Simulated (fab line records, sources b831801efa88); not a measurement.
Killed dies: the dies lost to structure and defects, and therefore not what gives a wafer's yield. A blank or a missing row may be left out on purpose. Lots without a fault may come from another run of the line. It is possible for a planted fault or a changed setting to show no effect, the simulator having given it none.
Matching of chambers :: flow sky130 :: 4 sister chambers for SKY_VIA2_CMP_24 on cmp-02
The step polishes, stops on SiO2, t overpolish 20 s, target thk 0 nm. 51 wafers are shown with their chamber, then 12 later ones without.

## WAFERS PAIRED WITH THEIR CHAMBERS
wafer: L075.3
chamber: 0
motor-current-A (A): 8.5
time-to-endpoint-s (s): 102
overpolish-run-s (s): 20.008

wafer: L075.4
chamber: 3
motor-current-A (A): 11.8
time-to-endpoint-s (s): 95
overpolish-run-s (s): 20.009

wafer: L075.5
chamber: 0
motor-current-A (A): 8.5
time-to-endpoint-s (s): 107
overpolish-run-s (s): 20.000

wafer: L076.3
chamber: 2
motor-current-A (A): 9.8
time-to-endpoint-s (s): 105
overpolish-run-s (s): 19.998

wafer: L076.4
chamber: 3
motor-current-A (A): 12.1
time-to-endpoint-s (s): 94
overpolish-run-s (s): 20.019

wafer: L076.5
chamber: 2
motor-current-A (A): 10.2
time-to-endpoint-s (s): 102
overpolish-run-s (s): 20.003

wafer: L076.1
chamber: 0
motor-current-A (A): 8.0
time-to-endpoint-s (s): 102
overpolish-run-s (s): 19.997

wafer: L076.2
chamber: 1
motor-current-A (A): 10.1
time-to-endpoint-s (s): 93
overpolish-run-s (s): 20.010

wafer: L076.6
chamber: 3
motor-current-A (A): 11.6
time-to-endpoint-s (s): 98
overpolish-run-s (s): 20.016

wafer: L077.1
chamber: 1
motor-current-A (A): 10.2
time-to-endpoint-s (s): 92
overpolish-run-s (s): 19.997

wafer: L077.2
chamber: 0
motor-current-A (A): 8.4
time-to-endpoint-s (s): 98
overpolish-run-s (s): 19.992

wafer: L077.4
chamber: 2
motor-current-A (A): 9.8
time-to-endpoint-s (s): 106
overpolish-run-s (s): 19.988

wafer: L078.1
chamber: 2
motor-current-A (A): 10.1
time-to-endpoint-s (s): 106
overpolish-run-s (s): 19.996

wafer: L078.5
chamber: 1
motor-current-A (A): 9.6
time-to-endpoint-s (s): 96
overpolish-run-s (s): 20.005

wafer: L078.6
chamber: 0
motor-current-A (A): 8.7
time-to-endpoint-s (s): 99
overpolish-run-s (s): 20.006

wafer: L080.1
chamber: 0
motor-current-A (A): 8.8
time-to-endpoint-s (s): 100
overpolish-run-s (s): 20.011

wafer: L080.2
chamber: 2
motor-current-A (A): 9.7
time-to-endpoint-s (s): 105
overpolish-run-s (s): 19.997

wafer: L080.5
chamber: 0
motor-current-A (A): 8.1
time-to-endpoint-s (s): 103
overpolish-run-s (s): 19.997

wafer: L081.1
chamber: 3
motor-current-A (A): 12.7
time-to-endpoint-s (s): 97
overpolish-run-s (s): 19.995

wafer: L081.3
chamber: 2
motor-current-A (A): 9.6
time-to-endpoint-s (s): 104
overpolish-run-s (s): 19.994

wafer: L081.4
chamber: 0
motor-current-A (A): 8.5
time-to-endpoint-s (s): 98
overpolish-run-s (s): 20.013

wafer: L084.1
chamber: 0
motor-current-A (A): 8.5
time-to-endpoint-s (s): 104
overpolish-run-s (s): 19.990

wafer: L084.3
chamber: 2
motor-current-A (A): 10.0
time-to-endpoint-s (s): 107
overpolish-run-s (s): 20.004

wafer: L084.4
chamber: 1
motor-current-A (A): 10.5
time-to-endpoint-s (s): 95
overpolish-run-s (s): 20.012

wafer: L085.2
chamber: 3
motor-current-A (A): 11.5
time-to-endpoint-s (s): 95
overpolish-run-s (s): 20.004

wafer: L085.4
chamber: 2
motor-current-A (A): 9.9
time-to-endpoint-s (s): 101
overpolish-run-s (s): 19.993

wafer: L085.5
chamber: 0
motor-current-A (A): 8.4
time-to-endpoint-s (s): 103
overpolish-run-s (s): 19.995

wafer: L086.1
chamber: 2
motor-current-A (A): 9.5
time-to-endpoint-s (s): 103
overpolish-run-s (s): 20.018

wafer: L086.3
chamber: 0
motor-current-A (A): 8.7
time-to-endpoint-s (s): 99
overpolish-run-s (s): 20.000

wafer: L086.4
chamber: 3
motor-current-A (A): 12.1
time-to-endpoint-s (s): 96
overpolish-run-s (s): 19.998

wafer: L089.1
chamber: 3
motor-current-A (A): 12.7
time-to-endpoint-s (s): 93
overpolish-run-s (s): 19.987

wafer: L089.2
chamber: 2
motor-current-A (A): 9.4
time-to-endpoint-s (s): 103
overpolish-run-s (s): 20.021

wafer: L089.3
chamber: 1
motor-current-A (A): 10.3
time-to-endpoint-s (s): 89
overpolish-run-s (s): 19.993

wafer: L089.4
chamber: 0
motor-current-A (A): 8.7
time-to-endpoint-s (s): 102
overpolish-run-s (s): 20.016

wafer: L089.5
chamber: 1
motor-current-A (A): 10.0
time-to-endpoint-s (s): 90
overpolish-run-s (s): 20.009

wafer: L089.6
chamber: 2
motor-current-A (A): 9.5
time-to-endpoint-s (s): 101
overpolish-run-s (s): 19.995

wafer: L090.2
chamber: 2
motor-current-A (A): 10.1
time-to-endpoint-s (s): 101
overpolish-run-s (s): 20.010

wafer: L090.3
chamber: 1
motor-current-A (A): 9.6
time-to-endpoint-s (s): 91
overpolish-run-s (s): 19.995

wafer: L090.5
chamber: 1
motor-current-A (A): 9.9
time-to-endpoint-s (s): 89
overpolish-run-s (s): 19.992

wafer: L091.1
chamber: 2
motor-current-A (A): 9.6
time-to-endpoint-s (s): 100
overpolish-run-s (s): 19.980

wafer: L091.2
chamber: 0
motor-current-A (A): 8.6
time-to-endpoint-s (s): 97
overpolish-run-s (s): 19.994

wafer: L091.3
chamber: 1
motor-current-A (A): 9.9
time-to-endpoint-s (s): 87
overpolish-run-s (s): 19.997

wafer: L091.4
chamber: 3
motor-current-A (A): 12.4
time-to-endpoint-s (s): 96
overpolish-run-s (s): 19.993

wafer: L091.5
chamber: 2
motor-current-A (A): 9.7
time-to-endpoint-s (s): 100
overpolish-run-s (s): 19.985

wafer: L091.6
chamber: 1
motor-current-A (A): 10.0
time-to-endpoint-s (s): 94
overpolish-run-s (s): 19.994

wafer: L092.2
chamber: 2
motor-current-A (A): 9.5
time-to-endpoint-s (s): 98
overpolish-run-s (s): 19.999

wafer: L092.3
chamber: 3
motor-current-A (A): 11.6
time-to-endpoint-s (s): 92
overpolish-run-s (s): 20.012

wafer: L092.5
chamber: 0
motor-current-A (A): 8.4
time-to-endpoint-s (s): 93
overpolish-run-s (s): 20.004

wafer: L092.1
chamber: 1
motor-current-A (A): 9.3
time-to-endpoint-s (s): 91
overpolish-run-s (s): 20.008

wafer: L092.4
chamber: 0
motor-current-A (A): 8.1
time-to-endpoint-s (s): 93
overpolish-run-s (s): 20.005

wafer: L092.6
chamber: 3
motor-current-A (A): 12.2
time-to-endpoint-s (s): 94
overpolish-run-s (s): 19.994

SIGNATURES (means of the wafers above)
reading: motor-current-A
chamber 0: 8.460
chamber 1: 9.945
chamber 2: 9.760
chamber 3: 12.070
scatter within a chamber: 0.314

reading: time-to-endpoint-s
chamber 0: 100.00
chamber 1: 91.55
chamber 2: 102.80
chamber 3: 95.00
scatter within a chamber: 2.98

reading: overpolish-run-s
chamber 0: 20.00187
chamber 1: 20.00109
chamber 2: 19.99873
chamber 3: 20.00270
scatter within a chamber: 0.00958
Rule: a wafer lies at a distance from a chamber equal to the root of the sum of squares, over the readings, of (its reading less the chamber's mean, divided by the reading's scatter). If the next closest chamber is less than 2 further off than the closest, the wafer can't be placed; otherwise it belongs to the closest. How the scatter is found: for the shown wafers, subtract from each reading the mean of its chamber, square and add these, divide the total by (wafers less chambers), then take the root.

## WAFERS WITH NO CHAMBER GIVEN
wafer: L093.2
motor-current-A (A): 12.3
time-to-endpoint-s (s): 97
overpolish-run-s (s): 19.988

wafer: L093.3
motor-current-A (A): 10.1
time-to-endpoint-s (s): 95
overpolish-run-s (s): 20.013

wafer: L093.5
motor-current-A (A): 8.5
time-to-endpoint-s (s): 99
overpolish-run-s (s): 20.001

wafer: L095.3
motor-current-A (A): 11.9
time-to-endpoint-s (s): 99
overpolish-run-s (s): 20.014

wafer: L095.4
motor-current-A (A): 9.1
time-to-endpoint-s (s): 102
overpolish-run-s (s): 19.993

wafer: L095.6
motor-current-A (A): 11.9
time-to-endpoint-s (s): 99
overpolish-run-s (s): 20.010

wafer: L095.1
motor-current-A (A): 9.9
time-to-endpoint-s (s): 94
overpolish-run-s (s): 20.011

wafer: L095.2
motor-current-A (A): 9.7
time-to-endpoint-s (s): 105
overpolish-run-s (s): 20.006

wafer: L095.5
motor-current-A (A): 8.4
time-to-endpoint-s (s): 101
overpolish-run-s (s): 19.987

wafer: L097.2
motor-current-A (A): 8.9
time-to-endpoint-s (s): 98
overpolish-run-s (s): 20.008

wafer: L097.3
motor-current-A (A): 12.4
time-to-endpoint-s (s): 96
overpolish-run-s (s): 20.001

wafer: L097.4
motor-current-A (A): 9.8
time-to-endpoint-s (s): 101
overpolish-run-s (s): 19.977

## WHICH CHAMBER EACH WENT THROUGH
wafer: L093.2
from the rows above: 3
in truth: 3

wafer: L093.3
from the rows above: can't be placed: 1 or 2
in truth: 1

wafer: L093.5
from the rows above: 0
in truth: 0

wafer: L095.3
from the rows above: 3
in truth: 3

wafer: L095.4
from the rows above: can't be placed: 2 or 0
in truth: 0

wafer: L095.6
from the rows above: 3
in truth: 3

wafer: L095.1
from the rows above: can't be placed: 1 or 2
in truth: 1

wafer: L095.2
from the rows above: 2
in truth: 2

wafer: L095.5
from the rows above: 0
in truth: 0

wafer: L097.2
from the rows above: can't be placed: 0 or 2
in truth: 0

wafer: L097.3
from the rows above: 3
in truth: 3

wafer: L097.4
from the rows above: can't be placed: 2 or 1
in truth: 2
Placed correctly: 7 of 12. Can't be placed from these rows: 5 (the true chamber is among the candidates in 5). 0 placed wrongly.
